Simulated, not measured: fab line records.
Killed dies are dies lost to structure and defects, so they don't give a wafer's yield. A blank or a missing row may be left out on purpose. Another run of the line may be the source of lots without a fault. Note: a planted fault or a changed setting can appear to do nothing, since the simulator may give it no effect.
A lot that was struck, set against a sound lot ; flow sky130 ; 43 out of 708 route steps
Sound: the wafers L449.2, L449.4, L449.6. Struck: wafer L460.5. (L460.4, L460.6 of the same lot were not struck and are left out.) The cause comes at the end.
At each step with rows: each side's tool, then ch and its chambers, then its first start. Under that, the readings that differ: sound wafers ; struck wafers ; difference of the means ; sigmas: that difference in standard deviations of wafers without a fault.
alike: a reading whose means differ by less than 2 such deviations, as well as words and numbers matching on both sides. not compared: withheld readings; readings where some wafer has no value; bounds like >300 that might hide an equal value; numbers whose values overlap and for which the record gives no deviation.
Wherever a step has rows on one side only, a row that says differs or no value, or a row with sigmas, the two part there. Numbers that don't overlap but have no deviation are shown without sigmas and don't part them. A reading missing from all wafers of one side parts the sides only when that side holds two or more wafers.

first, 6 steps without rows for these wafers: SKY_METAL4_COAT_07 (resist thk 60 nm); SKY_METAL4_COAT_08 (resist thk 1140 nm); SKY_METAL4_SOFTBAKE_09 (time 90 s); SKY_METAL4_EXPOSE_10 (exposes mask MM4, target cd 300 nm); SKY_METAL4_PEB_11; SKY_METAL4_DEVELOP_12 (develop time 60 s).
SKY_METAL4_CD_MEAS_13 targets a cd of 300 nm.
  sound on cd_sem-01, day 45 01:31; struck on cd_sem-02, day 47 16:58
  alike: cd_nm
SKY_METAL4_OVL_MEAS_14:
  sound on overlay-01, day 45 01:38; struck on overlay-02, day 47 17:02
  alike: METAL4_OVL
SKY_METAL4_DESCUM_15: chemistry O2, time 8 s.
  sound on rie_metal-02 ch 0,1, day 45 01:40; struck on rie_metal-04 ch 1, day 47 17:04
  alike: drypump_motor_current_A, oes_product_au
  not compared: rf_hours_counter_h
then, 1 step without rows for these wafers: SKY_METAL4_ETCH_16 (etches BARC in N2/H2, stops on SiO2, time 88.2 s, target depth 60 nm).
SKY_METAL4_ETCH_17: etches SiO2 in C4F8/O2/Ar, stops on TiN, time 3.9 s, target depth 15 nm.
  sound on rie_diel-04 ch 0,1, day 45 01:47; struck on rie_diel-03 ch 1, day 47 17:11
  alike: oes_product_au
then, 1 step without rows for these wafers: SKY_METAL4_METAL_ETCH_18 (etches the open film in Cl2/BCl3, stops on SiO2, target depth 845 nm, time 183.1 s).
SKY_METAL4_STRIP_19: strips in O2/N2.
  sound on plasma_asher-02 ch 0,1, day 45 01:59; struck on plasma_asher-01 ch 1, day 47 17:25
reading;sound;struck;difference;sigmas
oes_product_au (a.u.);0.505 0.513 0.501;0.495;-0.011;-2
  alike: drypump_motor_current_A, strip_time_to_endpoint_s
  not compared: rf_hours_counter_h
then, 4 steps without rows for these wafers: SKY_METAL4_STRIP_20 (strips in post etch residue remover, time 1200 s); SKY_METAL4_CLEAN_21 (cleans in IPA, time 180 s); SKY_METAL4_CLEAN_22 (cleans in O3/DIW); SKY_VIA4_HDPCVD_00 (deposits SiO2, target thk 1750 nm, time 291.7 s).
SKY_VIA4_THK_MEAS_01:
  sound on film_metro-03, day 45 02:48; struck on film_metro-04, day 47 18:13
reading;sound;struck;difference;sigmas
VIA4_HDPCVD_THK (nm);1726 1704 1724;1777;+59;+3
then, 1 step without rows for these wafers: SKY_VIA4_CMP_02 (polishes SiO2).
SKY_VIA4_BOW_MEAS_03:
  sound on film_metro-02, day 45 03:10; struck on film_metro-04, day 47 18:37
  alike: VIA4_BOW
then, 7 steps without rows for these wafers: SKY_VIA4_DEHYDRATE_04 (time 60 s); SKY_VIA4_HMDS_05 (prime time 60 s); SKY_VIA4_COAT_06 (resist thk 1140 nm); SKY_VIA4_SOFTBAKE_07 (time 60 s); SKY_VIA4_EXPOSE_08 (exposes mask VIM4, target cd 800 nm); SKY_VIA4_PEB_09; SKY_VIA4_DEVELOP_10 (develop time 60 s).
SKY_VIA4_OVL_MEAS_11:
  sound on overlay-02, day 46 00:11; struck on overlay-01, day 48 12:58
  alike: VIA4_OVL
then, 7 steps without rows for these wafers: SKY_VIA4_ETCH_12 (etches SiO2 in C4F8/O2/Ar, stops on TiN, target depth 580 nm); SKY_VIA4_STRIP_13 (strips in O2/N2); SKY_VIA4_STRIP_14 (strips in post etch residue remover, time 1200 s); SKY_VIA4_CLEAN_15 (cleans in IPA, time 180 s); SKY_VIA4_CLEAN_16 (cleans in O3/DIW); SKY_VIA4_SPUTTER_17 (material TiN, target thk 20 nm, time 80 s); SKY_VIA4_CVD_18 (deposits W, target thk 505 nm, time 152.14 s).
SKY_VIA4_RS_MEAS_19: measurement is done with a four-point probe.
  sound on film_metro-04, day 46 01:07; struck on film_metro-04, day 48 13:56
  alike: VIA4_W_RS
SKY_VIA4_THK_MEAS_20: measures by xrf.
  sound on film_metro-04, day 46 01:13; struck on film_metro-04, day 48 14:01
  alike: VIA4_W_THK
SKY_VIA4_CMP_21: polishes, stops on SiO2, t overpolish 25 s, target thk 0 nm.
  sound on cmp-02 ch 1,3, day 46 01:16; struck on cmp-01 ch 1, day 48 14:03
reading;sound;struck;difference;sigmas
time_to_endpoint_s (s);129 126 128;116;-12;-3
  alike: motor_current_A, overpolish_run_s
then, 2 steps without rows for these wafers: SKY_METAL5_SPUTTER_00 (material Ti, target thk 15 nm, time 10 s); SKY_METAL5_SPUTTER_01 (material TiN, target thk 20 nm, time 16.7 s).
SKY_METAL5_SPUTTER_02: material AlCu, target thk 1150 nm, time 61.2 s.
  sound on pvd_sputter-02, day 46 01:37; struck on pvd_sputter-02, day 48 14:24
  alike: throttle_valve_pct
SKY_METAL5_SPUTTER_03: material Ti, target thk 5 nm, time 3.3 s.
  sound on pvd_sputter-02, day 46 01:40; struck on pvd_sputter-02, day 48 14:27
  alike: throttle_valve_pct
-- the record jumps here: 2 days lie between the struck wafers' starts before and after (it left off in module METAL5 and takes up again in module PAD_OPEN, whose first step shown is number 708 of the route) --
SKY_PAD_OPEN_PROBE_99:
  sound on prober-01, day 48 16:49; struck on prober-02, day 50 20:46
reading;sound;struck;difference;sigmas
defect_limited_yield (%);81.3 83.1 82.5;70.9;-11.4;-6
killed_at_M4_up;4 5 4;58;+54;+30
killed_at_other;0 0 0;2;+2;+3
killed_dies;92 83 86;143;+56;+6
sort_bin_3_pad_short (%);1.2 0.4 0.8;3.7;+2.9;+7
sort_bin_5_function (%);8.7 11.6 10.2;17.3;+7.1;+5
sort_n_pass;400 409 406;349;-56;-6
sort_yield_pct (%);81.3 83.1 82.5;70.9;-11.4;-6
model.etest.tester.sort_n_pass;400 409 406;349;-56;
model.etest.tester.sort_yield_pct (%);81.3 83.13 82.52;70.94;-11.38;
model.etest.tester.sort_bin_5_pct (%);8.74 11.59 10.16;17.28;+7.12;
model.etest.tester.sort_bin_3_pct (%);1.22 0.4065 0.813;3.659;+2.846;
  alike: killed_at_M0_to_M3, killed_at_contacts, killed_at_front_end, killed_on_rim, killed_open, killed_short, sort_bin_6_memory

WHERE THEY PART
Last at SKY_PAD_OPEN_PROBE_99 as far as this record goes, first at SKY_METAL4_STRIP_19.

WHY: whatever the simulator had introduced
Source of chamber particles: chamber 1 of plasma_asher-01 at SKY_METAL4_STRIP_19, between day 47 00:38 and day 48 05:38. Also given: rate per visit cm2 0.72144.
